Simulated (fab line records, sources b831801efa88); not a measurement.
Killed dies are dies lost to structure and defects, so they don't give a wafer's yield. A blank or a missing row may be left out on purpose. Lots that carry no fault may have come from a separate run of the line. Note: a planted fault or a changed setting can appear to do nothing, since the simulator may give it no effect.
What tool caused it? / flow sky130 / 39 wafers from 13 lots sampled at 3 of the route's 708 steps

WHAT EACH GAUGE READ, for each wafer
The record holds no reading of a measuring or inspecting step that can be judged against a usual standard deviation.

WHAT TOOL EACH LOT RAN ON (gives the tool, then ch and the chambers of the sampled wafers, and finally the start)
lot=L346; SKY_METAL4_METAL_ETCH_18=rie metal-02 ch 0, day 43 02:07; SKY_METAL4_STRIP_19=plasma asher-02 ch 0,1, day 43 02:25; SKY_PAD_OPEN_PROBE_99=-
lot=L347; SKY_METAL4_METAL_ETCH_18=rie metal-03 ch 0,1, day 43 08:11; SKY_METAL4_STRIP_19=plasma asher-01 ch 0,1, day 43 08:21; SKY_PAD_OPEN_PROBE_99=-
lot=L349; SKY_METAL4_METAL_ETCH_18=rie metal-02 ch 1, day 43 14:52; SKY_METAL4_STRIP_19=plasma asher-03 ch 0,1, day 43 15:05; SKY_PAD_OPEN_PROBE_99=-
lot=L348; SKY_METAL4_METAL_ETCH_18=rie metal-02 ch 1, day 43 17:08; SKY_METAL4_STRIP_19=plasma asher-02 ch 0,1, day 43 17:30; SKY_PAD_OPEN_PROBE_99=prober-02, day 47 12:31
lot=L352; SKY_METAL4_METAL_ETCH_18=rie metal-03 ch 0,1, day 44 11:04; SKY_METAL4_STRIP_19=plasma asher-01 ch 0,1, day 44 11:14; SKY_PAD_OPEN_PROBE_99=-
lot=L353; SKY_METAL4_METAL_ETCH_18=rie metal-03 ch 0,1, day 44 19:53; SKY_METAL4_STRIP_19=plasma asher-01 ch 0,1, day 44 20:04; SKY_PAD_OPEN_PROBE_99=-
lot=L354; SKY_METAL4_METAL_ETCH_18=rie metal-03 ch 0,1, day 45 04:25; SKY_METAL4_STRIP_19=plasma asher-02 ch 1, day 45 04:35; SKY_PAD_OPEN_PROBE_99=-
lot=L356; SKY_METAL4_METAL_ETCH_18=rie metal-04 ch 0,1, day 45 08:07; SKY_METAL4_STRIP_19=plasma asher-01 ch 0,1, day 45 08:17; SKY_PAD_OPEN_PROBE_99=-
lot=L359; SKY_METAL4_METAL_ETCH_18=rie metal-03 ch 0,1, day 46 15:47; SKY_METAL4_STRIP_19=plasma asher-01 ch 0,1, day 46 15:58; SKY_PAD_OPEN_PROBE_99=-
lot=L360; SKY_METAL4_METAL_ETCH_18=rie metal-03 ch 0,1, day 46 16:13; SKY_METAL4_STRIP_19=plasma asher-01 ch 0,1, day 46 16:23; SKY_PAD_OPEN_PROBE_99=-
lot=L361; SKY_METAL4_METAL_ETCH_18=rie metal-04 ch 0,1, day 47 01:04; SKY_METAL4_STRIP_19=plasma asher-03 ch 0,1, day 47 01:14; SKY_PAD_OPEN_PROBE_99=prober-02, day 50 07:22
lot=L362; SKY_METAL4_METAL_ETCH_18=rie metal-02 ch 0,1, day 47 08:03; SKY_METAL4_STRIP_19=plasma asher-03 ch 0,1, day 47 08:13; SKY_PAD_OPEN_PROBE_99=-
lot=L364; SKY_METAL4_METAL_ETCH_18=rie metal-04 ch 0,1, day 47 16:31; SKY_METAL4_STRIP_19=plasma asher-01 ch 0,1, day 47 16:41; SKY_PAD_OPEN_PROBE_99=-
- SKY_METAL4_METAL_ETCH_18: etches the open film in Cl2/BCl3, stops on SiO2, target depth 845 nm, time 183.1 s.
- SKY_METAL4_STRIP_19: strips in O2/N2.
- SKY_PAD_OPEN_PROBE_99

WHAT THE TOOLS THEMSELVES READ (means of the sampled wafers that have a number; where no wafer has one, the mark that the record gives instead)
SKY_METAL4_METAL_ETCH_18. Usual: drypump motor current A 5.6 A, standard deviation 0.48; oes product au 0.865 a.u., standard deviation 0.0056; throttle valve pct 22.264 %, standard deviation 0.0098.
lot=L346; tool=rie metal-02; drypump motor current A (A)=6.0; oes product au (a.u.)=0.862; throttle valve pct (%)=22.263; flag=
lot=L347; tool=rie metal-03; drypump motor current A (A)=5.4; oes product au (a.u.)=0.863; throttle valve pct (%)=22.268; flag=
lot=L349; tool=rie metal-02; drypump motor current A (A)=6.3; oes product au (a.u.)=0.866; throttle valve pct (%)=22.257; flag=
lot=L348; tool=rie metal-02; drypump motor current A (A)=6.3; oes product au (a.u.)=0.863; throttle valve pct (%)=22.260; flag=
lot=L352; tool=rie metal-03; drypump motor current A (A)=5.1; oes product au (a.u.)=0.868; throttle valve pct (%)=22.272; flag=
lot=L353; tool=rie metal-03; drypump motor current A (A)=5.1; oes product au (a.u.)=0.863; throttle valve pct (%)=22.267; flag=
lot=L354; tool=rie metal-03; drypump motor current A (A)=5.1; oes product au (a.u.)=0.871; throttle valve pct (%)=22.263; flag=
lot=L356; tool=rie metal-04; drypump motor current A (A)=5.6; oes product au (a.u.)=0.866; throttle valve pct (%)=22.260; flag=
lot=L359; tool=rie metal-03; drypump motor current A (A)=5.4; oes product au (a.u.)=0.909; throttle valve pct (%)=22.267; flag=OFF
lot=L360; tool=rie metal-03; drypump motor current A (A)=5.1; oes product au (a.u.)=0.885; throttle valve pct (%)=22.270; flag=OFF
lot=L361; tool=rie metal-04; drypump motor current A (A)=5.6; oes product au (a.u.)=0.866; throttle valve pct (%)=22.264; flag=
lot=L362; tool=rie metal-02; drypump motor current A (A)=6.1; oes product au (a.u.)=0.869; throttle valve pct (%)=22.259; flag=
lot=L364; tool=rie metal-04; drypump motor current A (A)=5.6; oes product au (a.u.)=0.867; throttle valve pct (%)=22.261; flag=

SKY_METAL4_STRIP_19. Usual: drypump motor current A 5.7 A, standard deviation 0.47; oes product au 0.502 a.u., standard deviation 0.007; strip time to endpoint s 6.53 s, standard deviation 0.13.
lot=L346; tool=plasma asher-02; drypump motor current A (A)=5.6; oes product au (a.u.)=0.494; strip time to endpoint s (s)=6.41; flag=
lot=L347; tool=plasma asher-01; drypump motor current A (A)=5.4; oes product au (a.u.)=0.500; strip time to endpoint s (s)=6.48; flag=
lot=L349; tool=plasma asher-03; drypump motor current A (A)=6.0; oes product au (a.u.)=0.510; strip time to endpoint s (s)=6.72; flag=
lot=L348; tool=plasma asher-02; drypump motor current A (A)=5.6; oes product au (a.u.)=0.506; strip time to endpoint s (s)=6.70; flag=
lot=L352; tool=plasma asher-01; drypump motor current A (A)=5.4; oes product au (a.u.)=0.504; strip time to endpoint s (s)=6.53; flag=
lot=L353; tool=plasma asher-01; drypump motor current A (A)=5.4; oes product au (a.u.)=0.504; strip time to endpoint s (s)=6.59; flag=
lot=L354; tool=plasma asher-02; drypump motor current A (A)=5.6; oes product au (a.u.)=0.507; strip time to endpoint s (s)=6.58; flag=
lot=L356; tool=plasma asher-01; drypump motor current A (A)=5.4; oes product au (a.u.)=0.490; strip time to endpoint s (s)=6.41; flag=
lot=L359; tool=plasma asher-01; drypump motor current A (A)=5.4; oes product au (a.u.)=0.516; strip time to endpoint s (s)=6.95; flag=OFF
lot=L360; tool=plasma asher-01; drypump motor current A (A)=5.4; oes product au (a.u.)=0.513; strip time to endpoint s (s)=6.76; flag=
lot=L361; tool=plasma asher-03; drypump motor current A (A)=6.4; oes product au (a.u.)=0.498; strip time to endpoint s (s)=6.45; flag=
lot=L362; tool=plasma asher-03; drypump motor current A (A)=6.0; oes product au (a.u.)=0.504; strip time to endpoint s (s)=6.66; flag=
lot=L364; tool=plasma asher-01; drypump motor current A (A)=5.4; oes product au (a.u.)=0.496; strip time to endpoint s (s)=6.40; flag=

SKY_PAD_OPEN_PROBE_99. Usual: defect limited yield 82.6 %, standard deviation 1.9; killed_at_M0_to_M3 42, standard deviation 7; killed_at_M4_up 3.2, standard deviation 1.6; killed at contacts 24, standard deviation 5.8; killed at front end 16, standard deviation 4.3; killed at other 0.3, standard deviation 0.62; killed dies 86, standard deviation 9.5; killed open 46, standard deviation 6.4; killed short 39, standard deviation 6.3; sort_bin_3_pad_short 0.9 %, standard deviation 0.43; sort_bin_5_function 10.5 %, standard deviation 1.4; sort_bin_6_memory 6.1 %, standard deviation 1.2; sort n pass 406, standard deviation 9.5; sort yield pct 82.6 %, standard deviation 1.9.
lot=L348; tool=prober-02; defect limited yield (%)=80.5; killed_at_M0_to_M3=43; killed_at_M4_up=4.5; killed at contacts=32; killed at front end=17; killed at other=0.0; killed dies=96; killed open=48; killed short=48; sort_bin_3_pad_short (%)=1.4; sort_bin_5_function (%)=12.6; sort_bin_6_memory (%)=5.5; sort n pass=396; sort yield pct (%)=80.5; flag=
lot=L361; tool=prober-02; defect limited yield (%)=83.0; killed_at_M0_to_M3=39; killed_at_M4_up=5.5; killed at contacts=20; killed at front end=18; killed at other=0.5; killed dies=84; killed open=46; killed short=38; sort_bin_3_pad_short (%)=0.4; sort_bin_5_function (%)=10.1; sort_bin_6_memory (%)=6.5; sort n pass=408; sort yield pct (%)=83.0; flag=

THE ANSWER, worked out from the rows above alone
Rule: take the mean of a lot's wafers that have a number; if it is more than 3 standard deviations from the usual mean, the lot is off. A lot without any number at a reading at which 4 lots or more have one is off too. The other lots that the step has rows for count as sound. First the gauges in route order, then the tools' own readings, where a lot's mean is used as printed above. The first step at which some lot is off is used, and at that step the reading that is off furthest; a lot without a number counts as furthest.
Off: L359, L360 (SKY_METAL4_METAL_ETCH_18, oes product au).
If a tool, at that step or one of the process steps before it, ran each lot that is off and ran no sound lot following the first of them, it fits. One fits: rie metal-03 at SKY_METAL4_METAL_ETCH_18. Its last sound lot is L354 (day 45 04:25), its first lot that is off L359 (day 46 15:47): a fault that began between those two fits.
The tool's own readings at SKY_METAL4_METAL_ETCH_18 bear it out: on the lots that are off they differ by more than 5 times the standard deviation of the sound lots' means. oes product au reads 0.897 a.u. there against 0.866 a.u. on the sound lots.

WHAT HAD BEEN PUT IN BY THE SIMULATOR
rie metal-03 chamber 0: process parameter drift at SKY_METAL4_METAL_ETCH_18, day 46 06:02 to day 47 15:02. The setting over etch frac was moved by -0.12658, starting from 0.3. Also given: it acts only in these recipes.
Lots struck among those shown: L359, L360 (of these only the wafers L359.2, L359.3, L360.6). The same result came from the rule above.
